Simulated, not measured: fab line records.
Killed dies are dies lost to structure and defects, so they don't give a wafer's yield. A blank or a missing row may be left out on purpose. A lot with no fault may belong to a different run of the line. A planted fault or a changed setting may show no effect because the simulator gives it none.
Which tool was responsible? :: flow sky130 :: 30 wafers from 10 lots sampled at 6 of the route's 708 steps

## WHAT EACH GAUGE READ, for each wafer
No reading from a measuring or inspecting step in the record can be judged against a usual standard deviation.

## WHAT TOOL EACH LOT RAN ON (gives the tool, then ch and the chambers of the sampled wafers, and finally the start)
lot: L213
SKY_METAL1_METAL_ETCH_19: rie_metal-02 ch 0,1, day 33 01:28
SKY_VIA1_ETCH_14: rie_diel-03 ch 0,1,2, day 34 05:36
SKY_VIA1_STRIP_16: plasma_asher-01 ch 0,1, day 34 05:41
SKY_METAL2_SPUTTER_00: pvd_sputter-02, day 34 06:56
SKY_METAL2_SPUTTER_01: pvd_sputter-02, day 34 06:58
SKY_PAD_OPEN_PROBE_99: -

lot: L215
SKY_METAL1_METAL_ETCH_19: rie_metal-01 ch 0,1, day 33 22:22
SKY_VIA1_ETCH_14: rie_diel-01 ch 0,1,3, day 35 02:03
SKY_VIA1_STRIP_16: plasma_asher-03 ch 0,1, day 35 02:08
SKY_METAL2_SPUTTER_00: pvd_sputter-01, day 35 03:23
SKY_METAL2_SPUTTER_01: pvd_sputter-01, day 35 03:24
SKY_PAD_OPEN_PROBE_99: prober-01, day 46 18:11

lot: L216
SKY_METAL1_METAL_ETCH_19: rie_metal-04 ch 0,1, day 34 07:37
SKY_VIA1_ETCH_14: rie_diel-03 ch 1,2,3, day 35 11:03
SKY_VIA1_STRIP_16: plasma_asher-03 ch 0,1, day 35 11:08
SKY_METAL2_SPUTTER_00: pvd_sputter-03, day 35 12:22
SKY_METAL2_SPUTTER_01: pvd_sputter-03, day 35 12:23
SKY_PAD_OPEN_PROBE_99: prober-02, day 47 01:24

lot: L218
SKY_METAL1_METAL_ETCH_19: rie_metal-01 ch 0,1, day 35 04:10
SKY_VIA1_ETCH_14: rie_diel-01 ch 0,2, day 36 07:54
SKY_VIA1_STRIP_16: plasma_asher-01 ch 0,1, day 36 07:59
SKY_METAL2_SPUTTER_00: pvd_sputter-03, day 36 09:16
SKY_METAL2_SPUTTER_01: pvd_sputter-03, day 36 09:17
SKY_PAD_OPEN_PROBE_99: prober-02, day 47 16:20

lot: L222
SKY_METAL1_METAL_ETCH_19: rie_metal-02 ch 0,1, day 36 11:32
SKY_VIA1_ETCH_14: rie_diel-01 ch 0,2, day 37 14:48
SKY_VIA1_STRIP_16: plasma_asher-04 ch 0,1, day 37 14:53
SKY_METAL2_SPUTTER_00: pvd_sputter-01, day 37 16:09
SKY_METAL2_SPUTTER_01: pvd_sputter-01, day 37 16:10
SKY_PAD_OPEN_PROBE_99: prober-02, day 48 15:08

lot: L229
SKY_METAL1_METAL_ETCH_19: rie_metal-01 ch 0, day 38 12:40
SKY_VIA1_ETCH_14: rie_diel-03 ch 1,2,3, day 39 15:17
SKY_VIA1_STRIP_16: plasma_asher-01 ch 0,1, day 39 15:22
SKY_METAL2_SPUTTER_00: pvd_sputter-01, day 39 16:35
SKY_METAL2_SPUTTER_01: pvd_sputter-01, day 39 16:37
SKY_PAD_OPEN_PROBE_99: -

lot: L228
SKY_METAL1_METAL_ETCH_19: rie_metal-04 ch 0,1, day 38 13:52
SKY_VIA1_ETCH_14: rie_diel-01 ch 0,1,2, day 39 15:56
SKY_VIA1_STRIP_16: plasma_asher-04 ch 0,1, day 39 16:03
SKY_METAL2_SPUTTER_00: pvd_sputter-02, day 39 17:14
SKY_METAL2_SPUTTER_01: pvd_sputter-02, day 39 17:16
SKY_PAD_OPEN_PROBE_99: prober-01, day 50 03:36

lot: L226
SKY_METAL1_METAL_ETCH_19: rie_metal-01 ch 0,1, day 38 16:50
SKY_VIA1_ETCH_14: rie_diel-01 ch 0,1,3, day 39 18:29
SKY_VIA1_STRIP_16: plasma_asher-01 ch 0, day 39 18:34
SKY_METAL2_SPUTTER_00: pvd_sputter-01, day 39 19:47
SKY_METAL2_SPUTTER_01: pvd_sputter-01, day 39 19:49
SKY_PAD_OPEN_PROBE_99: prober-02, day 50 02:26

lot: L232
SKY_METAL1_METAL_ETCH_19: rie_metal-02 ch 0,1, day 39 04:15
SKY_VIA1_ETCH_14: rie_diel-03 ch 1,2, day 40 06:03
SKY_VIA1_STRIP_16: plasma_asher-03 ch 0,1, day 40 06:10
SKY_METAL2_SPUTTER_00: pvd_sputter-01, day 40 07:51
SKY_METAL2_SPUTTER_01: pvd_sputter-01, day 40 07:53
SKY_PAD_OPEN_PROBE_99: prober-02, day 50 13:27

lot: L233
SKY_METAL1_METAL_ETCH_19: rie_metal-01 ch 0,1, day 39 08:46
SKY_VIA1_ETCH_14: rie_diel-03 ch 0,2,3, day 40 10:27
SKY_VIA1_STRIP_16: plasma_asher-01 ch 0,1, day 40 10:34
SKY_METAL2_SPUTTER_00: pvd_sputter-02, day 40 11:53
SKY_METAL2_SPUTTER_01: pvd_sputter-02, day 40 11:55
SKY_PAD_OPEN_PROBE_99: prober-01, day 50 15:40
- SKY_METAL1_METAL_ETCH_19: etches the open film in Cl2/BCl3, stops on SiO2, target depth 360 nm, time 78 s.
- SKY_VIA1_ETCH_14: etches BARC in N2/H2, stops on SiO2, time 45.9 s, target depth 60 nm.
- SKY_VIA1_STRIP_16: strips in O2/N2.
- SKY_METAL2_SPUTTER_00: material Ti, target thk 15 nm, time 10 s.
- SKY_METAL2_SPUTTER_01: material TiN, target thk 20 nm, time 16.7 s.
- SKY_PAD_OPEN_PROBE_99

## WHAT THE TOOLS THEMSELVES READ (means of the sampled wafers that have a number; where no wafer has one, the mark that the record gives instead)
SKY_METAL1_METAL_ETCH_19. Usual: bias_w 48.49 W, standard deviation 0.14; drypump_motor_current_A 5.7 A, standard deviation 0.53; mfc_cl2_sccm 59.99 sccm, standard deviation 0.18; oes_product_au 0.855 a.u., standard deviation 0.006; rf_fwd_power_W 893 W, standard deviation 3.1; throttle_valve_pct 22.263 %, standard deviation 0.0081.
lot: L213
tool: rie_metal-02
bias_w (W): 48.34
drypump_motor_current_A (A): 5.4
mfc_cl2_sccm (sccm): 59.89
oes_product_au (a.u.): 0.849
rf_fwd_power_W (W): 892
throttle_valve_pct (%): 22.263
flag: 

lot: L215
tool: rie_metal-01
bias_w (W): 48.48
drypump_motor_current_A (A): 5.6
mfc_cl2_sccm (sccm): 59.84
oes_product_au (a.u.): 0.859
rf_fwd_power_W (W): 894
throttle_valve_pct (%): 22.263
flag: 

lot: L216
tool: rie_metal-04
bias_w (W): 48.51
drypump_motor_current_A (A): 6.0
mfc_cl2_sccm (sccm): 60.20
oes_product_au (a.u.): 0.857
rf_fwd_power_W (W): 891
throttle_valve_pct (%): 22.257
flag: 

lot: L218
tool: rie_metal-01
bias_w (W): 48.51
drypump_motor_current_A (A): 6.0
mfc_cl2_sccm (sccm): 59.99
oes_product_au (a.u.): 0.859
rf_fwd_power_W (W): 894
throttle_valve_pct (%): 22.262
flag: 

lot: L222
tool: rie_metal-02
bias_w (W): 48.43
drypump_motor_current_A (A): 5.1
mfc_cl2_sccm (sccm): 60.06
oes_product_au (a.u.): 0.856
rf_fwd_power_W (W): 894
throttle_valve_pct (%): 22.269
flag: 

lot: L229
tool: rie_metal-01
bias_w (W): 48.35
drypump_motor_current_A (A): 6.4
mfc_cl2_sccm (sccm): 60.18
oes_product_au (a.u.): 0.855
rf_fwd_power_W (W): 893
throttle_valve_pct (%): 22.267
flag: 

lot: L228
tool: rie_metal-04
bias_w (W): 48.52
drypump_motor_current_A (A): 6.0
mfc_cl2_sccm (sccm): 60.07
oes_product_au (a.u.): 0.860
rf_fwd_power_W (W): 894
throttle_valve_pct (%): 22.260
flag: 

lot: L226
tool: rie_metal-01
bias_w (W): 48.42
drypump_motor_current_A (A): 6.0
mfc_cl2_sccm (sccm): 59.79
oes_product_au (a.u.): 0.859
rf_fwd_power_W (W): 893
throttle_valve_pct (%): 22.256
flag: 

lot: L232
tool: rie_metal-02
bias_w (W): 48.50
drypump_motor_current_A (A): 5.1
mfc_cl2_sccm (sccm): 59.92
oes_product_au (a.u.): 0.865
rf_fwd_power_W (W): 895
throttle_valve_pct (%): 22.275
flag: 

lot: L233
tool: rie_metal-01
bias_w (W): 48.47
drypump_motor_current_A (A): 5.6
mfc_cl2_sccm (sccm): 60.11
oes_product_au (a.u.): 0.856
rf_fwd_power_W (W): 894
throttle_valve_pct (%): 22.261
flag: 

SKY_VIA1_ETCH_14. Usual: bias_w 99.99 W, standard deviation 0.29; drypump_motor_current_A 5.7 A, standard deviation 0.39; oes_product_au 0.854 a.u., standard deviation 0.0048; rf_fwd_power_W 494.7 W, standard deviation 2.2; throttle_valve_pct 13.225 %, standard deviation 0.0089.
lot: L213
tool: rie_diel-03
bias_w (W): 100.05
drypump_motor_current_A (A): 5.5
oes_product_au (a.u.): 0.855
rf_fwd_power_W (W): 496.3
throttle_valve_pct (%): 13.225
flag: 

lot: L215
tool: rie_diel-01
bias_w (W): 100.12
drypump_motor_current_A (A): 5.5
oes_product_au (a.u.): 0.849
rf_fwd_power_W (W): 495.2
throttle_valve_pct (%): 13.218
flag: 

lot: L216
tool: rie_diel-03
bias_w (W): 99.83
drypump_motor_current_A (A): 5.3
oes_product_au (a.u.): 0.848
rf_fwd_power_W (W): 495.0
throttle_valve_pct (%): 13.218
flag: 

lot: L218
tool: rie_diel-01
bias_w (W): 99.82
drypump_motor_current_A (A): 6.0
oes_product_au (a.u.): 0.856
rf_fwd_power_W (W): 497.6
throttle_valve_pct (%): 13.227
flag: 

lot: L222
tool: rie_diel-01
bias_w (W): 99.97
drypump_motor_current_A (A): 5.8
oes_product_au (a.u.): 0.855
rf_fwd_power_W (W): 496.1
throttle_valve_pct (%): 13.224
flag: 

lot: L229
tool: rie_diel-03
bias_w (W): 100.14
drypump_motor_current_A (A): 5.3
oes_product_au (a.u.): 0.855
rf_fwd_power_W (W): 494.7
throttle_valve_pct (%): 13.227
flag: 

lot: L228
tool: rie_diel-01
bias_w (W): 99.80
drypump_motor_current_A (A): 5.9
oes_product_au (a.u.): 0.855
rf_fwd_power_W (W): 575.9
throttle_valve_pct (%): 13.229
flag: OFF

lot: L226
tool: rie_diel-01
bias_w (W): 100.03
drypump_motor_current_A (A): 5.5
oes_product_au (a.u.): 0.853
rf_fwd_power_W (W): 573.8
throttle_valve_pct (%): 13.222
flag: OFF

lot: L232
tool: rie_diel-03
bias_w (W): 99.82
drypump_motor_current_A (A): 5.2
oes_product_au (a.u.): 0.852
rf_fwd_power_W (W): 492.0
throttle_valve_pct (%): 13.226
flag: 

lot: L233
tool: rie_diel-03
bias_w (W): 100.06
drypump_motor_current_A (A): 5.5
oes_product_au (a.u.): 0.857
rf_fwd_power_W (W): 495.2
throttle_valve_pct (%): 13.222
flag: 

SKY_VIA1_STRIP_16. Usual: drypump_motor_current_A 5.9 A, standard deviation 0.35; oes_product_au 0.415 a.u., standard deviation 0.0041; strip_time_to_endpoint_s 4.453 s, standard deviation 0.021.
lot: L213
tool: plasma_asher-01
drypump_motor_current_A (A): 5.7
oes_product_au (a.u.): 0.415
strip_time_to_endpoint_s (s): 4.465
flag: 

lot: L215
tool: plasma_asher-03
drypump_motor_current_A (A): 6.2
oes_product_au (a.u.): 0.413
strip_time_to_endpoint_s (s): 4.475
flag: 

lot: L216
tool: plasma_asher-03
drypump_motor_current_A (A): 6.2
oes_product_au (a.u.): 0.418
strip_time_to_endpoint_s (s): 4.454
flag: 

lot: L218
tool: plasma_asher-01
drypump_motor_current_A (A): 5.9
oes_product_au (a.u.): 0.415
strip_time_to_endpoint_s (s): 4.450
flag: 

lot: L222
tool: plasma_asher-04
drypump_motor_current_A (A): 6.0
oes_product_au (a.u.): 0.412
strip_time_to_endpoint_s (s): 4.457
flag: 

lot: L229
tool: plasma_asher-01
drypump_motor_current_A (A): 5.9
oes_product_au (a.u.): 0.410
strip_time_to_endpoint_s (s): 4.449
flag: 

lot: L228
tool: plasma_asher-04
drypump_motor_current_A (A): 6.0
oes_product_au (a.u.): 0.415
strip_time_to_endpoint_s (s): 4.407
flag: 

lot: L226
tool: plasma_asher-01
drypump_motor_current_A (A): 5.4
oes_product_au (a.u.): 0.410
strip_time_to_endpoint_s (s): 4.387
flag: OFF

lot: L232
tool: plasma_asher-03
drypump_motor_current_A (A): 6.2
oes_product_au (a.u.): 0.417
strip_time_to_endpoint_s (s): 4.435
flag: 

lot: L233
tool: plasma_asher-01
drypump_motor_current_A (A): 5.7
oes_product_au (a.u.): 0.413
strip_time_to_endpoint_s (s): 4.469
flag: 

SKY_METAL2_SPUTTER_00. Usual: chamber_pressure_pa 0.3999 Pa, standard deviation 0.00077; throttle_valve_pct 30.6 %, standard deviation 1.
lot: L213
tool: pvd_sputter-02
chamber_pressure_pa (Pa): 0.3997
throttle_valve_pct (%): 30.4
flag: 

lot: L215
tool: pvd_sputter-01
chamber_pressure_pa (Pa): 0.4002
throttle_valve_pct (%): 30.8
flag: 

lot: L216
tool: pvd_sputter-03
chamber_pressure_pa (Pa): 0.4002
throttle_valve_pct (%): 30.7
flag: 

lot: L218
tool: pvd_sputter-03
chamber_pressure_pa (Pa): 0.3997
throttle_valve_pct (%): 30.6
flag: 

lot: L222
tool: pvd_sputter-01
chamber_pressure_pa (Pa): 0.3998
throttle_valve_pct (%): 30.3
flag: 

lot: L229
tool: pvd_sputter-01
chamber_pressure_pa (Pa): 0.4000
throttle_valve_pct (%): 30.6
flag: 

lot: L228
tool: pvd_sputter-02
chamber_pressure_pa (Pa): 0.4005
throttle_valve_pct (%): 30.4
flag: 

lot: L226
tool: pvd_sputter-01
chamber_pressure_pa (Pa): 0.4000
throttle_valve_pct (%): 31.1
flag: 

lot: L232
tool: pvd_sputter-01
chamber_pressure_pa (Pa): 0.4002
throttle_valve_pct (%): 30.9
flag: 

lot: L233
tool: pvd_sputter-02
chamber_pressure_pa (Pa): 0.3998
throttle_valve_pct (%): 30.1
flag: 

SKY_METAL2_SPUTTER_01. Usual: chamber_pressure_pa 0.4000 Pa, standard deviation 0.00074; throttle_valve_pct 30.6 %, standard deviation 1.
lot: L213
tool: pvd_sputter-02
chamber_pressure_pa (Pa): 0.4001
throttle_valve_pct (%): 30.5
flag: 

lot: L215
tool: pvd_sputter-01
chamber_pressure_pa (Pa): 0.3997
throttle_valve_pct (%): 30.6
flag: 

lot: L216
tool: pvd_sputter-03
chamber_pressure_pa (Pa): 0.3993
throttle_valve_pct (%): 30.6
flag: 

lot: L218
tool: pvd_sputter-03
chamber_pressure_pa (Pa): 0.3992
throttle_valve_pct (%): 30.7
flag: 

lot: L222
tool: pvd_sputter-01
chamber_pressure_pa (Pa): 0.4012
throttle_valve_pct (%): 30.2
flag: 

lot: L229
tool: pvd_sputter-01
chamber_pressure_pa (Pa): 0.4000
throttle_valve_pct (%): 30.5
flag: 

lot: L228
tool: pvd_sputter-02
chamber_pressure_pa (Pa): 0.4006
throttle_valve_pct (%): 30.4
flag: 

lot: L226
tool: pvd_sputter-01
chamber_pressure_pa (Pa): 0.3997
throttle_valve_pct (%): 30.9
flag: 

lot: L232
tool: pvd_sputter-01
chamber_pressure_pa (Pa): 0.4003
throttle_valve_pct (%): 30.8
flag: 

lot: L233
tool: pvd_sputter-02
chamber_pressure_pa (Pa): 0.3999
throttle_valve_pct (%): 30.2
flag: 

SKY_PAD_OPEN_PROBE_99. Usual: defect_limited_yield 82.5 %, standard deviation 2.1; killed_at_M0_to_M3 43, standard deviation 7.7; killed_at_M4_up 3.4, standard deviation 1.9; killed_at_contacts 25, standard deviation 5.6; killed_at_front_end 14, standard deviation 4.3; killed_at_other 0.2, standard deviation 0.5; killed_dies 86, standard deviation 10; killed_on_rim 17, standard deviation 4.1; killed_open 47, standard deviation 7.2; killed_short 39, standard deviation 6.7; sort_bin_3_pad_short 0.9 %, standard deviation 0.46; sort_bin_5_function 10.4 %, standard deviation 1.5; sort_bin_6_memory 6.2 %, standard deviation 1.2; sort_n_pass 406, standard deviation 10; sort_yield_pct 82.5 %, standard deviation 2.1.
lot: L215
tool: prober-01
defect_limited_yield (%): 80.2
killed_at_M0_to_M3: 43
killed_at_M4_up: 4.3
killed_at_contacts: 35
killed_at_front_end: 14
killed_at_other: 0.0
killed_dies: 97
killed_on_rim: 16
killed_open: 47
killed_short: 50
sort_bin_3_pad_short (%): 0.8
sort_bin_5_function (%): 12.3
sort_bin_6_memory (%): 6.7
sort_n_pass: 395
sort_yield_pct (%): 80.2
flag: 

lot: L216
tool: prober-02
defect_limited_yield (%): 82.3
killed_at_M0_to_M3: 43
killed_at_M4_up: 3.7
killed_at_contacts: 28
killed_at_front_end: 12
killed_at_other: 0.0
killed_dies: 87
killed_on_rim: 17
killed_open: 49
killed_short: 38
sort_bin_3_pad_short (%): 0.7
sort_bin_5_function (%): 10.8
sort_bin_6_memory (%): 6.2
sort_n_pass: 405
sort_yield_pct (%): 82.3
flag: 

lot: L218
tool: prober-02
defect_limited_yield (%): 82.2
killed_at_M0_to_M3: 47
killed_at_M4_up: 1.3
killed_at_contacts: 27
killed_at_front_end: 12
killed_at_other: 0.3
killed_dies: 88
killed_on_rim: 17
killed_open: 48
killed_short: 39
sort_bin_3_pad_short (%): 1.1
sort_bin_5_function (%): 10.2
sort_bin_6_memory (%): 6.5
sort_n_pass: 404
sort_yield_pct (%): 82.2
flag: 

lot: L222
tool: prober-02
defect_limited_yield (%): 84.0
killed_at_M0_to_M3: 39
killed_at_M4_up: 2.3
killed_at_contacts: 24
killed_at_front_end: 13
killed_at_other: 0.0
killed_dies: 79
killed_on_rim: 12
killed_open: 43
killed_short: 36
sort_bin_3_pad_short (%): 0.8
sort_bin_5_function (%): 10.2
sort_bin_6_memory (%): 5.1
sort_n_pass: 413
sort_yield_pct (%): 84.0
flag: 

lot: L228
tool: prober-01
defect_limited_yield (%): 83.5
killed_at_M0_to_M3: 38
killed_at_M4_up: 4.0
killed_at_contacts: 25
killed_at_front_end: 13
killed_at_other: 1.0
killed_dies: 81
killed_on_rim: 12
killed_open: 45
killed_short: 36
sort_bin_3_pad_short (%): 0.6
sort_bin_5_function (%): 10.2
sort_bin_6_memory (%): 5.7
sort_n_pass: 411
sort_yield_pct (%): 83.5
flag: 

lot: L226
tool: prober-02
defect_limited_yield (%): 81.7
killed_at_M0_to_M3: 39
killed_at_M4_up: 5.0
killed_at_contacts: 28
killed_at_front_end: 18
killed_at_other: 0.0
killed_dies: 90
killed_on_rim: 21
killed_open: 44
killed_short: 46
sort_bin_3_pad_short (%): 0.8
sort_bin_5_function (%): 10.8
sort_bin_6_memory (%): 6.7
sort_n_pass: 402
sort_yield_pct (%): 81.7
flag: 

lot: L232
tool: prober-02
defect_limited_yield (%): 82.9
killed_at_M0_to_M3: 43
killed_at_M4_up: 4.0
killed_at_contacts: 23
killed_at_front_end: 13
killed_at_other: 0.0
killed_dies: 84
killed_on_rim: 16
killed_open: 47
killed_short: 37
sort_bin_3_pad_short (%): 0.9
sort_bin_5_function (%): 9.9
sort_bin_6_memory (%): 6.2
sort_n_pass: 408
sort_yield_pct (%): 82.9
flag: 

lot: L233
tool: prober-01
defect_limited_yield (%): 81.8
killed_at_M0_to_M3: 42
killed_at_M4_up: 4.3
killed_at_contacts: 29
killed_at_front_end: 13
killed_at_other: 0.3
killed_dies: 89
killed_on_rim: 18
killed_open: 51
killed_short: 39
sort_bin_3_pad_short (%): 0.7
sort_bin_5_function (%): 9.6
sort_bin_6_memory (%): 7.9
sort_n_pass: 403
sort_yield_pct (%): 81.8
flag: 

## THE ANSWER, worked out from the rows above alone
Rule: a lot counts as off when the mean over its wafers that have a number is more than 3 standard deviations away from the usual mean. Also off: a lot with no number at a reading for which 4 or more lots have one. All remaining lots with rows at the step are treated as sound. After the gauges, taken in route order, come the tools' own readings; for these a lot's mean is taken, as printed above. At the first step where some lot is off, the reading lying furthest off is the one used; lots without a number count as furthest.
Off: L228, L226 (SKY_VIA1_ETCH_14, rf_fwd_power_W).
A tool fits if, at that step or a process step before it, it ran every lot that is off, and no sound lot after the first of them. One candidate fits, namely rie_diel-01 at SKY_VIA1_ETCH_14. A fault onset in the window from L222 (day 37 14:48, its last sound lot) to L228 (day 39 15:56, its first lot off) fits.
On the lots that are off, the tool's own readings at SKY_VIA1_ETCH_14 differ by more than 5 times the standard deviation of the sound lots' means, which bears it out; rf_fwd_power_W reads 574.8 W there versus 495.3 W on the sound lots.

## WHAT HAD BEEN PUT IN BY THE SIMULATOR
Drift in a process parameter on rie_diel-01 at SKY_VIA1_ETCH_14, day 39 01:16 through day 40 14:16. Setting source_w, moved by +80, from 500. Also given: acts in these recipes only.
Shown lots that were struck: L228, L226. The same result came from the rule above.
